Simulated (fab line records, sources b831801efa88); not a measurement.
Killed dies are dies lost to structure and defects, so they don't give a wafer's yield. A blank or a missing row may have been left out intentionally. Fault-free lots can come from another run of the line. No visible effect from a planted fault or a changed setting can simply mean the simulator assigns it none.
Code-filled problem report in 8D (eight disciplines) form / flow sky130 / the parts of the form that need people (team, actions taken, sign-off) are left out

1. WHAT WENT WRONG
Wafers without a fault read 56.60 W, standard deviation 0.043; heater_power_total_W at SKY_VT_ADJUST_HVTR_SOFTBAKE_03 reads a mean of 52.17 W on 9 wafers belonging to 3 lots. That is -99 or more standard deviations from the usual mean.
The step: time 60 s.
Earliest sighting: wafer L839.1 on litho_track-03 at day 11 18:26. The record holds 36 wafers of 12 lots with a number at this step. Rule for "out", or "out of limits": more than 4 standard deviations from the usual mean. All remaining wafers that have a number are taken as sound.

2. WHAT IT IS, AND WHAT IT ISN'T
question=which readings at this step | is=heater_power_total_W, plate_temp_C | is not=-
question=which lots | is=L839, L841, L842 | is not=L831, L833, L843, L845, L847, L850, L851, L852, L853
question=which wafers of those lots | is=all that have a number | is not=-
question=read on which tools | is=litho_track-03 | is not=litho_track-01, litho_track-02
question=when | is=from day 11 18:26 | is not=up to then (6 sound wafers); but 21 sound wafers of L843, L845, L847, L850, L851, L852, L853 came after

3. WHAT RULES OUT EACH SUSPECT
Counting: any tool at a process step up to the reading is kept as a suspect provided that every lot that is out went through it and no sound lot did after the first of them.
- litho_track-03 at SKY_VT_ADJUST_HVTR_SOFTBAKE_03 (time 60 s): kept. All lots that are out passed through it, beginning with L839 at day 11 18:26, and no sound lot followed; its final sound lot before that point was L831 at day 9 00:28. Out on those wafers are its own readings of heater_power_total_W, plate_temp_C.
Left after counting: litho_track-03 at SKY_VT_ADJUST_HVTR_SOFTBAKE_03.

4. THE CAUSE (what the simulator had put in)
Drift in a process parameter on litho_track-03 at SKY_VT_ADJUST_HVTR_SOFTBAKE_03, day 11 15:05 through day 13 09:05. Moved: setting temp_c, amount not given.
Counting left only this tool.

5. THE CHAIN OF EFFECTS, in route order
Each row: a reading whose mean over the struck wafers that have a number lies more than 3 standard deviations from the usual. Only readings whose record carries a usual standard deviation are examined. hours: median over the lots of the time between each lot's start at the first step of this table that gives one and its start at this step. sigmas: the change, counted in usual standard deviations.
hours=0; step=SKY_VT_ADJUST_HVTR_SOFTBAKE_03; reading=heater_power_total_W; usual=56.60 W; on struck wafers=52.17; change=-4.43; sigmas=-99 or more
hours=0; step=SKY_VT_ADJUST_HVTR_SOFTBAKE_03; reading=plate_temp_C; usual=90.01 C; on struck wafers=84.88; change=-5.13; sigmas=-39
hours=13; step=SKY_VT_ADJUST_HVTR_STRIP_10; reading=strip_time_to_endpoint_s; usual=14.18 s; on struck wafers=14.33; change=+0.15; sigmas=+4.3
Here are the process steps it includes:
- SKY_VT_ADJUST_HVTR_SOFTBAKE_03: time 60 s.
- SKY_VT_ADJUST_HVTR_STRIP_10: strips in O2/N2.

6. HOW IT WOULD HAVE BEEN CAUGHT EARLIER
First out-of-limits reading in this record: day 11 18:26, which is 3 hours after fault onset at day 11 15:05.
